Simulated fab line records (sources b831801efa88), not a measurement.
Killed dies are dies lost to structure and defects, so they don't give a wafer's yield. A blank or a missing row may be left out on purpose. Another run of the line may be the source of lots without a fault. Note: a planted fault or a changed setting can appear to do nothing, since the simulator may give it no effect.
Comparing a struck lot with a sound one | flow sky130 | 15 steps out of a route of 708
Sound: these wafers, L364.1, L364.2, L364.3. Wafers L366.1, L366.2, L366.5 were the ones struck. The cause is given at the end.
Per side, at each step with rows, come the tool, then ch with its chambers, and then its first start. Under that, the readings that differ: sound wafers | struck wafers | difference of the means | sigmas: that difference in standard deviations of wafers without a fault.
alike: readings with means less than 2 such deviations apart, plus words and numbers identical on both sides. not compared: withheld readings, readings lacking a value on some wafer, bounds such as >300 that could conceal the same value, and numbers that have no deviation in the record and whose values overlap.
A row with sigmas, a row that says differs or no value, or rows on one side alone: a step with any of these is where the two part. Numbers that don't overlap but have no deviation are shown without sigmas and don't part them. A reading that every wafer of one side lacks parts them only if that side has two wafers or more.

SKY_CONTACT_STRIP_19: strips in O2/N2.
  sound on plasma-asher-01 ch 0,1, day 35 03:46; struck on plasma-asher-04 ch 0,1, day 36 04:04
  alike: drypump-motor-current-A, oes-product-au, strip-time-to-endpoint-s
  not compared: rf-hours-counter-h
then, 5 steps without rows for these wafers: SKY_CONTACT_STRIP_20 (strips in post etch residue remover, time 1200 s); SKY_CONTACT_CLEAN_21 (cleans in IPA, time 180 s); SKY_CONTACT_CLEAN_22 (cleans in O3/DIW); SKY_CONTACT_SPUTTER_23 (material TiN, target thk 20 nm, time 80 s); SKY_CONTACT_CVD_24 (deposits W, target thk 340 nm, time 102.12 s).
SKY_CONTACT_RS_MEAS_25: a four-point-probe measurement.
  sound on film-metro-03 at day 35 04:32; struck on film-metro-04 at day 36 04:55
  alike: CONTACT_W_RS
SKY_CONTACT_THK_MEAS_26: measures by xrf.
  sound on film-metro-03 at day 35 04:39; struck on film-metro-04 at day 36 05:02
  reading            | sound       | struck      | difference | sigmas
  CONTACT_W_THK (nm) | 335 339 337 | 342 349 353 | +11        | +2
SKY_CONTACT_CMP_27: polishes, stops on SiO2, t overpolish 15 s, target thk 0 nm.
  sound on cmp-01 ch 0,2,3, day 35 04:43; struck on cmp-02 ch 2,3, day 36 05:06
  alike: edge-zone-pressure-frac, motor-current-A, overpolish-run-s, slurry-flow-ml-min, time-to-endpoint-s
SKY_METAL1_SPUTTER_00: material Ti, target thk 15 nm, time 10 s.
  sound on pvd-sputter-02 at day 35 05:02; struck on pvd-sputter-01 at day 36 05:24
  alike: throttle-valve-pct
SKY_METAL1_SPUTTER_01: material TiN, target thk 20 nm, time 16.7 s.
  sound on pvd-sputter-02 at day 35 05:03; struck on pvd-sputter-01 at day 36 05:25
  alike: throttle-valve-pct
then, 1 step without rows for these wafers: SKY_METAL1_SPUTTER_02 (material AlCu, target thk 250 nm, time 13.3 s).
SKY_METAL1_SPUTTER_03: material Ti, target thk 5 nm, time 3.3 s.
  sound on pvd-sputter-02 at day 35 05:06; struck on pvd-sputter-01 at day 36 05:28
  reading                                   | sound             | struck            | difference | sigmas
  model.Ti_of_METAL1_SPUTTER_03.thk-nm (nm) | 5.077 5.009 4.989 | 3.755 3.564 3.583 | -1.391     |
  alike: throttle-valve-pct
SKY_METAL1_SPUTTER_04: material TiN, target thk 70 nm, time 58.3 s.
  sound on pvd-sputter-02 at day 35 05:07; struck on pvd-sputter-01 at day 36 05:29
  alike: throttle-valve-pct
-- the record jumps here: 13 days lie between the struck wafers' starts before and after (it left off in module METAL1 and takes up again in module PAD_OPEN, whose first step shown is number 708 of the route) --
SKY_PAD_OPEN_PROBE_99:
  sound on prober-01 at day 48 11:55; struck on prober-01 at day 49 02:17
  alike: defect-limited-yield, killed_at_M0_to_M3, killed_at_M4_up, killed-at-contacts, killed-at-front-end, killed-at-other, killed-dies, killed-open, killed-short, sort_bin_3_pad_short, sort_bin_5_function, sort_bin_6_memory, sort-n-pass, sort-yield-pct

WHERE THEY PART
SKY_CONTACT_THK_MEAS_26 only, going by this record. Later steps at which nothing parts them and some readings are alike: SKY_CONTACT_CMP_27, SKY_METAL1_SPUTTER_00, SKY_METAL1_SPUTTER_01, SKY_METAL1_SPUTTER_03, SKY_METAL1_SPUTTER_04, SKY_PAD_OPEN_PROBE_99.

WHY: the cause the simulator had injected
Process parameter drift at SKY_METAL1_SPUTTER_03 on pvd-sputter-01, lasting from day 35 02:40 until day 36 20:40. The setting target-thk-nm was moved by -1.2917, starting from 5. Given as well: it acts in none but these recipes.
